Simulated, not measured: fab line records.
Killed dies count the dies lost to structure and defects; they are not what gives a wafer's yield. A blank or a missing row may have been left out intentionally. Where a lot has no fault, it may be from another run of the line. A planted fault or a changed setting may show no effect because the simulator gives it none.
Tool commonality check | flow sky130 | 13 lots and 39 wafers in the sample

WHY THIS WAS OPENED
Of 13 lots, 2 have the reading GATE_OXIDE_TW flagged at SKY_GATE_OXIDE_TW_MEAS_14. No-fault wafers: 222.8, standard deviation 2.3.
Rule: flag the lot when none of its wafers has a number, or when each of its wafers that has one lies beyond 4 standard deviations from that mean. The other lots count as sound.

lot  | measured     | on            | GATE_OXIDE_TW, wafer by wafer | flag
L909 | day 13 22:59 | film-metro-04 | 223.4 224.3 225.4             |
L911 | day 14 10:59 | film-metro-03 | 223.7 223.3 222.2             |
L914 | day 15 13:08 | film-metro-03 | 223.2 222.0 223.7             |
L915 | day 15 21:25 | film-metro-03 | 224.0 223.4 223.6             |
L916 | day 16 04:10 | film-metro-02 | 219.4 218.8 218.5             |
L917 | day 16 13:58 | film-metro-02 | 219.6 219.0 220.4             |
L919 | day 17 11:46 | film-metro-03 | 224.0 223.8 223.0             |
L920 | day 17 15:13 | film-metro-02 | 220.3 221.0 221.2             |
L921 | day 18 02:37 | film-metro-04 | 225.9 226.5 225.2             |
L922 | day 18 12:33 | film-metro-04 | 225.0 226.1 225.9             |
L924 | day 19 02:51 | film-metro-02 | 221.3 220.7 221.1             |
L925 | day 19 15:04 | film-metro-02 | 269.7 270.0 271.4             | FLAGGED
L927 | day 20 06:40 | film-metro-02 | 268.3 269.2 268.0             | FLAGGED
On average the flagged lots' numbers are 269.4, which is +46.6 against the usual, or +20 standard deviations.

EACH LOT AND THE TOOL IT RAN ON
2 process steps preceding the reading are held in the record, out of 708 steps in the route. Read each cell as the tool, then ch plus the chambers that the sampled wafers visited, then the start.
lot  | flag    | SKY_VT_ADJUST_PCH_STRIP_09           | SKY_GATE_OXIDE_IMPLANT_11
L909 |         | plasma-asher-03 ch 0,1, day 10 14:13 | implanter-02 ch 0, day 13 22:40
L911 |         | plasma-asher-02 ch 0,1, day 10 21:19 | implanter-03 ch 0, day 14 10:39
L914 |         | plasma-asher-02 ch 0,1, day 11 23:53 | implanter-02 ch 0, day 15 12:47
L915 |         | plasma-asher-02 ch 0,1, day 12 07:04 | implanter-02 ch 0, day 15 21:05
L916 |         | plasma-asher-01 ch 0,1, day 12 15:02 | implanter-02 ch 0, day 16 03:49
L917 |         | plasma-asher-02 ch 0,1, day 12 21:28 | implanter-04 ch 0, day 16 13:38
L919 |         | plasma-asher-02 ch 0,1, day 13 18:31 | implanter-04 ch 0, day 17 11:25
L920 |         | plasma-asher-03 ch 0,1, day 13 19:01 | implanter-04 ch 0, day 17 14:52
L921 |         | plasma-asher-01 ch 0,1, day 14 06:41 | implanter-04 ch 0, day 18 02:16
L922 |         | plasma-asher-01 ch 0,1, day 14 14:17 | implanter-02 ch 0, day 18 12:14
L924 |         | plasma-asher-01 ch 0,1, day 15 02:38 | implanter-03 ch 0, day 19 02:33
L925 | FLAGGED | plasma-asher-01 ch 0,1, day 15 13:14 | implanter-02 ch 0, day 19 14:25
L927 | FLAGGED | plasma-asher-03 ch 0,1, day 16 02:40 | implanter-02 ch 0, day 20 06:02
These steps, and what they do:
- SKY_VT_ADJUST_PCH_STRIP_09: strips in O2/N2.
- SKY_GATE_OXIDE_IMPLANT_11
- SKY_GATE_OXIDE_TW_MEAS_14

FLAGGED OVER TOTAL, TOOL BY TOOL (the gauges that took the reading come last)
step                       | tool            | lots run | flagged | share of the flagged lots | sound lots run after its first flagged lot
SKY_VT_ADJUST_PCH_STRIP_09 | plasma-asher-01 | 5        | 1       | some                      | 0
SKY_VT_ADJUST_PCH_STRIP_09 | plasma-asher-02 | 5        | 0       | none                      | -
SKY_VT_ADJUST_PCH_STRIP_09 | plasma-asher-03 | 3        | 1       | some                      | 0
SKY_GATE_OXIDE_IMPLANT_11  | implanter-02    | 7        | 2       | all                       | 0
SKY_GATE_OXIDE_IMPLANT_11  | implanter-03    | 2        | 0       | none                      | -
SKY_GATE_OXIDE_IMPLANT_11  | implanter-04    | 4        | 0       | none                      | -
SKY_GATE_OXIDE_TW_MEAS_14  | film-metro-02   | 6        | 2       | all                       | 0
SKY_GATE_OXIDE_TW_MEAS_14  | film-metro-03   | 4        | 0       | none                      | -
SKY_GATE_OXIDE_TW_MEAS_14  | film-metro-04   | 3        | 0       | none                      | -

THE TABLE: WHAT IT ALLOWS
implanter-02 at SKY_GATE_OXIDE_IMPLANT_11 and film-metro-02 at SKY_GATE_OXIDE_TW_MEAS_14 are the 2 rows of the table that ran each flagged lot.
- implanter-02 at SKY_GATE_OXIDE_IMPLANT_11 ran 7 lots, 2 of them flagged. A fault beginning between L922 (day 18 12:14), its last sound lot, and L925 (day 19 14:25), its first flagged one, fits the data.
- film-metro-02 at SKY_GATE_OXIDE_TW_MEAS_14 ran 6 lots, 2 of them flagged. A fault beginning between L924 (day 19 02:51), its last sound lot, and L925 (day 19 15:04), its first flagged one, fits the data.
These 2 tools cannot be told apart by counting lots, since each of them fits a fault that started at some hour. More lots, or a look at what each step does to the wafer, might.

WHAT THE SIMULATOR PUT IN
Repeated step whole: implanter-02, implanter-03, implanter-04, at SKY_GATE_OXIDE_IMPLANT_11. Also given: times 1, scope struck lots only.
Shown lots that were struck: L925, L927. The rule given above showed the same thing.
